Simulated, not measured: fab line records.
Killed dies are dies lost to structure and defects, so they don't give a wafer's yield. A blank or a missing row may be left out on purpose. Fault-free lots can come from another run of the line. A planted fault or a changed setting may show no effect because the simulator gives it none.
2 desks, one fault + flow gf180mcu + only its own numbers are on each desk; what lay behind them is given at the end

== TOOL OWNER'S DESK, plasma asher-04 ==
The tool's own readings at GF_HV_LDD_STRIP_37 (strips in O2/N2): means of the sampled wafers that have a number, for each lot that ran on this tool. Marked OUT: a lot whose mean sits more than 4 standard deviations from the usual mean, which makes it out of limits; the brackets give that distance.
Columns: A = drypump motor current A at GF_HV_LDD_STRIP_37, usual 5.8 A; B = heater power w at GF_HV_LDD_STRIP_37, usual 337 W; C = n2 flow sccm at GF_HV_LDD_STRIP_37, usual 300.0 sccm; D = oes product au at GF_HV_LDD_STRIP_37, usual 0.716 a.u.; E = strip time to endpoint s at GF_HV_LDD_STRIP_37, usual 12.61 s
| lot  | first seen here | A   | B   | C     | D     | E     |
|------|-----------------|-----|-----|-------|-------|-------|
| L861 | day 11 16:31    | 5.9 | 282 | 299.9 | 0.717 | 12.63 |
| L868 | day 14 00:18    | 5.9 | 333 | 300.0 | 0.715 | 12.59 |
| L879 | day 17 17:58    | 5.8 | 371 | 299.9 | 0.718 | 12.69 |
| L880 | day 18 05:03    | 5.9 | 326 | 300.5 | 0.717 | 12.67 |
This desk's verdict: no lot among the 4 shows anything out of limits.

== THE METROLOGY DESK ==
Lot by lot, what the gauges showed, no matter which tool ran the lot: averages of those sampled wafers that carry a number. Marked OUT: a lot whose mean sits more than 4 standard deviations from the usual mean, which makes it out of limits; the brackets give that distance.
Columns: A = cd nm at GF_V5_CD_MEAS_14, usual 260.6 nm
| lot  | first seen here | A     |
|------|-----------------|-------|
| L860 | day 27 01:32    | 263.6 |
| L861 | day 27 04:13    | 259.1 |
| L864 | day 28 16:59    | 259.8 |
| L865 | day 28 19:27    | 262.3 |
| L867 | day 29 11:09    | 261.0 |
| L868 | day 29 15:44    | 260.5 |
| L870 | day 30 06:59    | 260.5 |
| L872 | day 30 19:13    | 260.2 |
| L878 | day 32 11:18    | 261.3 |
| L879 | day 32 16:32    | 261.6 |
| L880 | day 32 23:17    | 261.3 |
| L881 | day 33 00:12    | 258.4 |
| L883 | day 33 10:55    | 260.5 |
This desk's verdict: no lot among the 13 shows anything out of limits.

== PUT TOGETHER ==
The desk of the tool owner found nothing out of limits.
The metrology desk saw nothing out of limits.

== WHAT HAD BEEN PUT IN BY THE SIMULATOR ==
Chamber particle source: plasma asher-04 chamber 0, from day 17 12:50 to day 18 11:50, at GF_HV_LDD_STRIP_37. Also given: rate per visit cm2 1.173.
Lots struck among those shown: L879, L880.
